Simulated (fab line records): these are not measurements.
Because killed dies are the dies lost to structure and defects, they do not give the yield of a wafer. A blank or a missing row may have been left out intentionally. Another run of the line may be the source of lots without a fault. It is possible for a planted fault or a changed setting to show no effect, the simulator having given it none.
The tool behind it: which one? | flow sky130 | 29 wafers from 10 lots sampled at 4 of the route's 708 steps

WHAT THE GAUGES READ, wafer by wafer
SKY_CAP2M_RS_MEAS_03: uses a four-point probe to measure.
lot  | measured     | on            | CAP2M_TIN_RS (ohm/sq)
L742 | day 40 00:49 | film-metro-01 | 6.91 6.88 6.86
L743 | day 40 08:54 | film-metro-04 | 7.10 6.90 7.03
L744 | day 40 10:08 | film-metro-04 | 6.92 6.89 6.85
L750 | day 42 03:40 | film-metro-04 | 6.91 6.90 6.86
L752 | day 42 19:10 | film-metro-04 | 6.95 6.91 6.94
L754 | day 43 08:49 | film-metro-03 | 6.96 6.94 6.88
L755 | day 43 13:44 | film-metro-04 | 6.81 6.90 6.85
L762 | day 45 11:46 | film-metro-04 | 6.87 6.87 6.87
L763 | day 45 16:03 | film-metro-01 | 7.19 7.21
L765 | day 46 00:04 | film-metro-04 | 7.29 7.31 7.35

WHICH TOOL RAN EACH LOT (tool, then ch and the chambers of the sampled wafers, then the start)
lot  | SKY_METAL3_ETCH_16                | SKY_METAL4_SPUTTER_01        | SKY_CAP2M_SPUTTER_02
L742 | rie-metal-02 ch 0, day 38 20:55   | pvd-sputter-01, day 40 00:28 | pvd-sputter-03, day 40 00:41
L743 | rie-metal-04 ch 0,1, day 39 04:11 | pvd-sputter-02, day 40 08:32 | pvd-sputter-01, day 40 08:45
L744 | rie-metal-04 ch 0,1, day 39 06:46 | pvd-sputter-04, day 40 09:49 | pvd-sputter-02, day 40 10:01
L750 | rie-metal-01 ch 0, day 41 00:25   | pvd-sputter-01, day 42 03:19 | pvd-sputter-03, day 42 03:34
L752 | rie-metal-04 ch 0,1, day 41 16:34 | pvd-sputter-04, day 42 18:50 | pvd-sputter-02, day 42 19:04
L754 | rie-metal-02 ch 0,1, day 42 07:10 | pvd-sputter-01, day 43 08:28 | pvd-sputter-02, day 43 08:41
L755 | rie-metal-04 ch 0,1, day 42 11:55 | pvd-sputter-01, day 43 13:24 | pvd-sputter-03, day 43 13:37
L762 | rie-metal-04 ch 0,1, day 44 10:31 | pvd-sputter-02, day 45 11:26 | pvd-sputter-01, day 45 11:39
L763 | rie-metal-04 ch 0, day 44 15:01   | pvd-sputter-04, day 45 15:43 | pvd-sputter-03, day 45 15:55
L765 | rie-metal-02 ch 0,1, day 44 23:16 | pvd-sputter-04, day 45 23:43 | pvd-sputter-03, day 45 23:56
- SKY_METAL3_ETCH_16: etches BARC in N2/H2, stops on SiO2, time 88.2 s, target depth 60 nm.
- SKY_METAL4_SPUTTER_01: material TiN, target thk 20 nm, time 16.7 s.
- SKY_CAP2M_SPUTTER_02: material TiN, target thk 200 nm, time 166.7 s.

THE ANSWER, worked out from the rows above alone
Rule: what is usual is taken from the lots themselves. The widest of any qualifying gaps counts: lots, ordered by their means at a reading, are off when they make up no more than a third of the lots, leave a main group of 4 or more, and stand apart from it by 3 or more times the standard deviation of that group's means. Not used: any main group whose means are identical at the precision the tables above print for the reading. Also off: a lot with no number at a reading for which 4 or more lots have one. Any other lot the step has rows for is counted as sound.
Off: at SKY_CAP2M_RS_MEAS_03 (CAP2M_TIN_RS), L763, L765. For the main group the mean is 6.91 ohm/sq and the standard deviation 0.046.
A tool fits if, at a process step before that reading, it ran every lot that is off, and no sound lot after the first of them. Those tools and the gauges at SKY_CAP2M_RS_MEAS_03 are tried in the same way. This does not decide it: 2 tools fit, namely pvd-sputter-04 at SKY_METAL4_SPUTTER_01 and pvd-sputter-03 at SKY_CAP2M_SPUTTER_02.

WHAT THE SIMULATOR HAD INSERTED
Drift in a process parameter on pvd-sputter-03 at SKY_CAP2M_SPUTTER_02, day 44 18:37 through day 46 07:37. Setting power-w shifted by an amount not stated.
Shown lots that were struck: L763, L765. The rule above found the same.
